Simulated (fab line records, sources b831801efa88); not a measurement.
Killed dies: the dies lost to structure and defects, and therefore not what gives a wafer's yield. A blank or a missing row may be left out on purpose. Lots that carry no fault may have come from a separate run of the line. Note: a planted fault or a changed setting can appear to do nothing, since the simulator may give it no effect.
fab line records :: flow sky130
[record]
  lots = 14
  wafers = 42
  last-day = 50
route steps=708 shown VT_ADJUST_HVTP@88 PAD_OPEN@708
lots untouched by any fault: they come from a run of this same line in which no faults occurred
start-h: the number of hours between the record's first day and the start of the first shown wafer of the lot :: wait-h: hours from the lot's prior step to this one :: " repeats the value in the row above :: L1.1+2: several wafers, shown together as one row :: - no value, or no start was given :: * or withheld: withheld :: < > ~ a bound
route shown NAME@n: NAME is a module with steps in the file, n the number in the route of the first one :: usual: mean and standard deviation over wafers with no fault :: same: alike in all rows :: chamber/n: place in a boat :: sites: readings site by site :: _std_site: standard deviation of those values :: _edge_site: the outer-site mean with the inner-site mean subtracted :: radius-mm: how far each site lies from the wafer's centre :: mask NAME#n: copy n :: behind: the tool/chamber that last shaped the wafer :: hold: what put the lot on hold/how long, in hours/how the hold closed :: device: which transistor (n, p or np) failed to switch :: end of line: the tests these same wafers got at the end of their route :: a step without rows: its recipe alone :: killed: at the first sort, the dies lost to defects and structure; wafer yield is something else :: map: a wafer's dies, x killed, . not, _ none there
set.NAME: setting as actually run; set.NAME@STEP: the setting as run at that earlier step :: model.NAME: the simulator's own value behind a step, which no gauge read
route steps across a sampled set of lots; one table per step, one row per wafer
services: a tool's chamber out of use, with start hour (start-h, from the record's first day; less than 0 if before it), hours out, and reason
[[steps]]
[step SKY_VT_ADJUST_HVTP_SOFTBAKE_03]
[recipe]
  temp-c = 90
  time-s = 60
  resist = NOVOLAK
[usual]
  run-length-s = 89.13/0.12
lot.wafer: L922.3
tool: litho-track-03
chamber: 0
start-h: 110.05
wait-h: 0.1
run-length-s: 89.04

lot.wafer: L922.4
tool: litho-track-03
chamber: 0
start-h: 110.05
wait-h: 0.1
run-length-s: 89.25

lot.wafer: L922.5
tool: litho-track-03
chamber: 0
start-h: 110.05
wait-h: 0.1
run-length-s: 89.30

lot.wafer: L923.1
tool: litho-track-02
chamber: 0
start-h: 118.42
wait-h: 0.1
run-length-s: 88.93

lot.wafer: L923.4
tool: litho-track-02
chamber: 0
start-h: 118.42
wait-h: 0.1
run-length-s: 88.94

lot.wafer: L923.6
tool: litho-track-02
chamber: 0
start-h: 118.42
wait-h: 0.1
run-length-s: 89.00

lot.wafer: L924.1
tool: litho-track-02
chamber: 0
start-h: 125.32
wait-h: 0.1
run-length-s: 89.38

lot.wafer: L924.4
tool: litho-track-02
chamber: 0
start-h: 125.32
wait-h: 0.1
run-length-s: 88.93

lot.wafer: L924.5
tool: litho-track-02
chamber: 0
start-h: 125.32
wait-h: 0.1
run-length-s: 88.94

lot.wafer: L926.3
tool: litho-track-03
chamber: 0
start-h: 136.25
wait-h: 0.1
run-length-s: 89.02

lot.wafer: L926.4
tool: litho-track-03
chamber: 0
start-h: 136.25
wait-h: 0.1
run-length-s: 89.10

lot.wafer: L926.6
tool: litho-track-03
chamber: 0
start-h: 136.25
wait-h: 0.1
run-length-s: 89.27

lot.wafer: L928.2
tool: litho-track-02
chamber: 0
start-h: 153.50
wait-h: 0.1
run-length-s: 89.22

lot.wafer: L928.4
tool: litho-track-02
chamber: 0
start-h: 153.50
wait-h: 0.1
run-length-s: 88.96

lot.wafer: L928.6
tool: litho-track-02
chamber: 0
start-h: 153.50
wait-h: 0.1
run-length-s: 89.17

lot.wafer: L929.3
tool: litho-track-04
chamber: 0
start-h: 157.34
wait-h: 0.1
run-length-s: 89.09

lot.wafer: L929.4
tool: litho-track-04
chamber: 0
start-h: 157.34
wait-h: 0.1
run-length-s: 89.17

lot.wafer: L929.5
tool: litho-track-04
chamber: 0
start-h: 157.34
wait-h: 0.1
run-length-s: 89.16

lot.wafer: L930.2
tool: litho-track-04
chamber: 0
start-h: 164.36
wait-h: 0.1
run-length-s: 89.07

lot.wafer: L930.4
tool: litho-track-04
chamber: 0
start-h: 164.36
wait-h: 0.1
run-length-s: 89.10

lot.wafer: L930.5
tool: litho-track-04
chamber: 0
start-h: 164.36
wait-h: 0.1
run-length-s: 89.04

lot.wafer: L932.2
tool: litho-track-04
chamber: 0
start-h: 172.56
wait-h: 0.1
run-length-s: 89.06

lot.wafer: L932.3
tool: litho-track-04
chamber: 0
start-h: 172.56
wait-h: 0.1
run-length-s: 89.29

lot.wafer: L932.4
tool: litho-track-04
chamber: 0
start-h: 172.56
wait-h: 0.1
run-length-s: 89.08

lot.wafer: L933.2
tool: litho-track-04
chamber: 0
start-h: 180.26
wait-h: 0.1
run-length-s: 89.04

lot.wafer: L933.3
tool: litho-track-04
chamber: 0
start-h: 180.26
wait-h: 0.1
run-length-s: 89.10

lot.wafer: L933.6
tool: litho-track-04
chamber: 0
start-h: 180.26
wait-h: 0.1
run-length-s: 89.12

lot.wafer: L937.2
tool: litho-track-03
chamber: 0
start-h: 203.97
wait-h: 0.1
run-length-s: 89.20

lot.wafer: L937.4
tool: litho-track-03
chamber: 0
start-h: 203.97
wait-h: 0.1
run-length-s: 89.14

lot.wafer: L937.5
tool: litho-track-03
chamber: 0
start-h: 203.97
wait-h: 0.1
run-length-s: 89.06

lot.wafer: L942.1
tool: litho-track-03
chamber: 0
start-h: 238.55
wait-h: 0.1
run-length-s: 109.56

lot.wafer: L942.2
tool: litho-track-03
chamber: 0
start-h: 238.55
wait-h: 0.1
run-length-s: 109.66

lot.wafer: L942.3
tool: litho-track-03
chamber: 0
start-h: 238.55
wait-h: 0.1
run-length-s: 109.50

lot.wafer: L943.4
tool: litho-track-03
chamber: 0
start-h: 246.27
wait-h: 0.1
run-length-s: 109.69

lot.wafer: L943.5
tool: litho-track-03
chamber: 0
start-h: 246.27
wait-h: 0.1
run-length-s: 109.82

lot.wafer: L943.6
tool: litho-track-03
chamber: 0
start-h: 246.27
wait-h: 0.1
run-length-s: 109.58

lot.wafer: L944.3
tool: litho-track-02
chamber: 0
start-h: 249.67
wait-h: 0.1
run-length-s: 89.00

lot.wafer: L944.4
tool: litho-track-02
chamber: 0
start-h: 249.67
wait-h: 0.1
run-length-s: 88.92

lot.wafer: L944.5
tool: litho-track-02
chamber: 0
start-h: 249.67
wait-h: 0.1
run-length-s: 88.92

lot.wafer: L945.1
tool: litho-track-04
chamber: 0
start-h: 257.44
wait-h: 0.1
run-length-s: 89.22

lot.wafer: L945.2
tool: litho-track-04
chamber: 0
start-h: 257.44
wait-h: 0.1
run-length-s: 89.09

lot.wafer: L945.6
tool: litho-track-04
chamber: 0
start-h: 257.44
wait-h: 0.1
run-length-s: 89.21
[step SKY_PAD_OPEN_PROBE_99]
[usual]
  killed_at_M0_to_M3 = 43/6.7
  killed_at_M4_up = 3.2/1.8
  killed-at-contacts = 24/4.8
  killed-at-front-end = 16/4.2
  killed-at-other = 0.3/0.56
  killed-dies = 86/8.5
  killed-on-rim = 17/3.9
  killed-open = 47/6.7
  killed-short = 39/6
[same]
  gross-dies = 492
  killed-at-back-side = 0
lot.wafer: L923.1
tool: prober-02
chamber: -
start-h: 1075.77
wait-h: 0.1
killed_at_M0_to_M3: 35
killed_at_M4_up: 0
killed-at-contacts: 25
killed-at-front-end: 21
killed-at-other: 0
killed-dies: 81
killed-on-rim: 17
killed-open: 42
killed-short: 39

lot.wafer: L923.4
tool: prober-02
chamber: -
start-h: 1075.92
wait-h: 0.2
killed_at_M0_to_M3: 38
killed_at_M4_up: 7
killed-at-contacts: 27
killed-at-front-end: 18
killed-at-other: 0
killed-dies: 90
killed-on-rim: 19
killed-open: 45
killed-short: 45

lot.wafer: L923.6
tool: prober-02
chamber: -
start-h: 1076.02
wait-h: 0.2
killed_at_M0_to_M3: 48
killed_at_M4_up: 2
killed-at-contacts: 17
killed-at-front-end: 16
killed-at-other: 1
killed-dies: 84
killed-on-rim: 17
killed-open: 39
killed-short: 45

lot.wafer: L930.2
tool: prober-01
chamber: -
start-h: 1126.90
wait-h: 0.1
killed_at_M0_to_M3: 50
killed_at_M4_up: 5
killed-at-contacts: 30
killed-at-front-end: 9
killed-at-other: 0
killed-dies: 94
killed-on-rim: 21
killed-open: 58
killed-short: 36

lot.wafer: L930.4
tool: prober-01
chamber: -
start-h: 1127.00
wait-h: 0.2
killed_at_M0_to_M3: 48
killed_at_M4_up: 3
killed-at-contacts: 20
killed-at-front-end: 9
killed-at-other: 0
killed-dies: 80
killed-on-rim: 13
killed-open: 45
killed-short: 35

lot.wafer: L930.5
tool: prober-01
chamber: -
start-h: 1127.05
wait-h: 0.2
killed_at_M0_to_M3: 41
killed_at_M4_up: 6
killed-at-contacts: 31
killed-at-front-end: 17
killed-at-other: 0
killed-dies: 95
killed-on-rim: 24
killed-open: 54
killed-short: 41

lot.wafer: L932.2
tool: prober-01
chamber: -
start-h: 1132.95
wait-h: 0.1
killed_at_M0_to_M3: 46
killed_at_M4_up: 2
killed-at-contacts: 20
killed-at-front-end: 15
killed-at-other: 1
killed-dies: 84
killed-on-rim: 16
killed-open: 45
killed-short: 39

lot.wafer: L932.3
tool: prober-01
chamber: -
start-h: 1133.00
wait-h: 0.2
killed_at_M0_to_M3: 44
killed_at_M4_up: 3
killed-at-contacts: 19
killed-at-front-end: 11
killed-at-other: 0
killed-dies: 77
killed-on-rim: 14
killed-open: 40
killed-short: 37

lot.wafer: L932.4
tool: prober-01
chamber: -
start-h: 1133.05
wait-h: 0.2
killed_at_M0_to_M3: 42
killed_at_M4_up: 3
killed-at-contacts: 18
killed-at-front-end: 11
killed-at-other: 0
killed-dies: 74
killed-on-rim: 12
killed-open: 38
killed-short: 35

lot.wafer: L944.3
tool: prober-01
chamber: -
start-h: 1193.96
wait-h: 0.2
killed_at_M0_to_M3: 50
killed_at_M4_up: 3
killed-at-contacts: 25
killed-at-front-end: 9
killed-at-other: 0
killed-dies: 87
killed-on-rim: 19
killed-open: 41
killed-short: 46

lot.wafer: L944.4
tool: prober-01
chamber: -
start-h: 1194.01
wait-h: 0.2
killed_at_M0_to_M3: 46
killed_at_M4_up: 3
killed-at-contacts: 19
killed-at-front-end: 13
killed-at-other: 0
killed-dies: 81
killed-on-rim: 12
killed-open: 33
killed-short: 48

lot.wafer: L944.5
tool: prober-01
chamber: -
start-h: 1194.06
wait-h: 0.2
killed_at_M0_to_M3: 35
killed_at_M4_up: 4
killed-at-contacts: 28
killed-at-front-end: 10
killed-at-other: 0
killed-dies: 77
killed-on-rim: 19
killed-open: 49
killed-short: 28

lot.wafer: L945.1
tool: prober-02
chamber: -
start-h: 1197.83
wait-h: 0.1
killed_at_M0_to_M3: 41
killed_at_M4_up: 1
killed-at-contacts: 31
killed-at-front-end: 20
killed-at-other: 0
killed-dies: 93
killed-on-rim: 19
killed-open: 46
killed-short: 47

lot.wafer: L945.2
tool: prober-02
chamber: -
start-h: 1197.88
wait-h: 0.1
killed_at_M0_to_M3: 44
killed_at_M4_up: 2
killed-at-contacts: 23
killed-at-front-end: 15
killed-at-other: 0
killed-dies: 84
killed-on-rim: 13
killed-open: 44
killed-short: 39

lot.wafer: L945.6
tool: prober-02
chamber: -
start-h: 1198.08
wait-h: 0.2
killed_at_M0_to_M3: 46
killed_at_M4_up: 3
killed-at-contacts: 21
killed-at-front-end: 10
killed-at-other: 1
killed-dies: 81
killed-on-rim: 18
killed-open: 47
killed-short: 33
// killed by level:class
L923.1 FIELD_ISO:geometric-particle:open=10 VIA1:geometric-particle:open=9 CONTACT:geometric-particle:short=8 METAL2:geometric-particle:short=8 LI_CONTACT:geometric-particle:open=6 LOCAL_INTERCONNECT:geometric-particle:short=5 FIELD_ISO:geometric-particle:short=4 VIA3:geometric-particle:open=4
L923.4 CONTACT:geometric-particle:open=10 LI_CONTACT:geometric-particle:open=8 VIA1:geometric-particle:open=8 POLY_GATE:geometric-particle:short=7 VIA2:geometric-particle:open=5 LOCAL_INTERCONNECT:geometric-particle:short=5 METAL1:geometric-particle:short=5 METAL2:geometric-particle:short=5
L923.6 VIA2:geometric-particle:open=9 VIA1:geometric-particle:open=8 VIA3:geometric-particle:short=7 CONTACT:geometric-particle:short=6 VIA3:geometric-particle:open=6 POLY_GATE:geometric-particle:short=5 LI_CONTACT:geometric-particle:open=5 METAL1:geometric-particle:short=5
L930.2 VIA1:geometric-particle:open=14 VIA2:geometric-particle:open=10 LI_CONTACT:geometric-particle:open=9 CONTACT:geometric-particle:open=8 VIA1:geometric-particle:short=7 VIA3:geometric-particle:open=5 LOCAL_INTERCONNECT:geometric-particle:short=4 CONTACT:geometric-particle:short=4
L930.4 VIA1:geometric-particle:open=11 VIA1:geometric-particle:short=8 LOCAL_INTERCONNECT:geometric-particle:short=6 CONTACT:geometric-particle:open=6 METAL2:geometric-particle:short=6 LI_CONTACT:geometric-particle:open=5 VIA3:geometric-particle:open=5 FIELD_ISO:geometric-particle:short=4
L930.5 LI_CONTACT:geometric-particle:open=15 VIA1:geometric-particle:open=8 VIA3:geometric-particle:open=8 CONTACT:geometric-particle:open=7 METAL1:geometric-particle:short=6 FIELD_ISO:geometric-particle:open=5 FIELD_ISO:geometric-particle:short=5 METAL4:geometric-particle:short=5
L932.2 VIA2:geometric-particle:open=13 CONTACT:geometric-particle:open=8 VIA1:geometric-particle:open=8 METAL1:geometric-particle:short=6 LI_CONTACT:geometric-particle:open=5 VIA1:geometric-particle:short=5 METAL2:geometric-particle:short=5 POLY_GATE:geometric-particle:short=4
L932.3 VIA3:geometric-particle:open=10 VIA1:geometric-particle:open=8 CONTACT:geometric-particle:open=7 LOCAL_INTERCONNECT:geometric-particle:short=6 VIA2:geometric-particle:open=5 FIELD_ISO:geometric-particle:open=4 METAL1:geometric-particle:short=4 VIA1:geometric-particle:short=4
L932.4 VIA1:geometric-particle:open=11 CONTACT:geometric-particle:open=7 VIA2:geometric-particle:open=6 VIA1:geometric-particle:short=6 SPACER:geometric-particle:short=4 LI_CONTACT:geometric-particle:open=4 VIA3:geometric-particle:open=4 POLY_GATE:geometric-particle:short=3
L944.3 VIA1:geometric-particle:open=14 METAL1:geometric-particle:short=8 CONTACT:geometric-particle:short=7 CONTACT:geometric-particle:open=6 VIA1:geometric-particle:short=6 METAL2:geometric-particle:short=5 VIA2:geometric-particle:open=5 LI_CONTACT:geometric-particle:short=4
L944.4 METAL1:geometric-particle:short=11 LI_CONTACT:geometric-particle:open=6 LOCAL_INTERCONNECT:geometric-particle:short=6 VIA1:geometric-particle:open=5 METAL2:geometric-particle:short=5 VIA3:geometric-particle:open=5 FIELD_ISO:geometric-particle:short=4 POLY_GATE:geometric-particle:short=4
L944.5 VIA1:geometric-particle:open=15 CONTACT:geometric-particle:open=11 LI_CONTACT:geometric-particle:open=8 VIA1:geometric-particle:short=5 VIA3:geometric-particle:open=4 CONTACT:geometric-particle:short=3 LI_CONTACT:geometric-particle:short=3 METAL1:geometric-particle:short=3
L945.1 CONTACT:geometric-particle:open=11 POLY_GATE:geometric-particle:short=9 VIA1:geometric-particle:open=7 LI_CONTACT:geometric-particle:short=6 CONTACT:geometric-particle:short=6 VIA3:geometric-particle:open=6 METAL1:geometric-particle:short=5 LI_CONTACT:geometric-particle:open=4
L945.2 METAL1:geometric-particle:short=8 VIA1:geometric-particle:open=7 VIA3:geometric-particle:open=7 FIELD_ISO:geometric-particle:open=6 POLY_GATE:geometric-particle:open=6 CONTACT:geometric-particle:open=6 VIA1:geometric-particle:short=6 LI_CONTACT:geometric-particle:open=4
L945.6 VIA1:geometric-particle:open=11 CONTACT:geometric-particle:open=10 VIA2:geometric-particle:open=9 VIA3:geometric-particle:open=7 METAL1:geometric-particle:short=6 METAL2:geometric-particle:short=5 POLY_GATE:geometric-particle:short=4 LI_CONTACT:geometric-particle:open=3
[[services]]
tool: litho-track-04
chamber: -
start-h: 91.14
hours: -
kind: consumable-replace:filter

tool: litho-track-03
chamber: -
start-h: 106.08
hours: -
kind: consumable-replace:filter
[[key]]
[first-sign]
  step = SKY_VT_ADJUST_HVTP_SOFTBAKE_03
  reading = run-length-s
  direction = up
  sigmas = 99+
  usual = *
  struck = *
effect none on later readings
met-at SKY_VT_ADJUST_HVTP_SOFTBAKE_03
struck-lots L942,L943
tester-left-out L942,L943
onset-between 203.97 238.55
[fault]
  kind = process-parameter-drift
  tool = litho-track-03
  chamber = -
  onset-h = 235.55
  steps = SKY_VT_ADJUST_HVTP_SOFTBAKE_03
  channel = time-s
  offset = *
  shape = step
  end-h = 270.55
  acts-in = *
  stated = *
// tester-left-out: of these lots the tester's yield and bins aren't shown, on N5 and GAA mostly nor the transistor test; their killed dies are dies lost to structure and defects alone, not to doping, threshold or leakage, so they don't give the yield
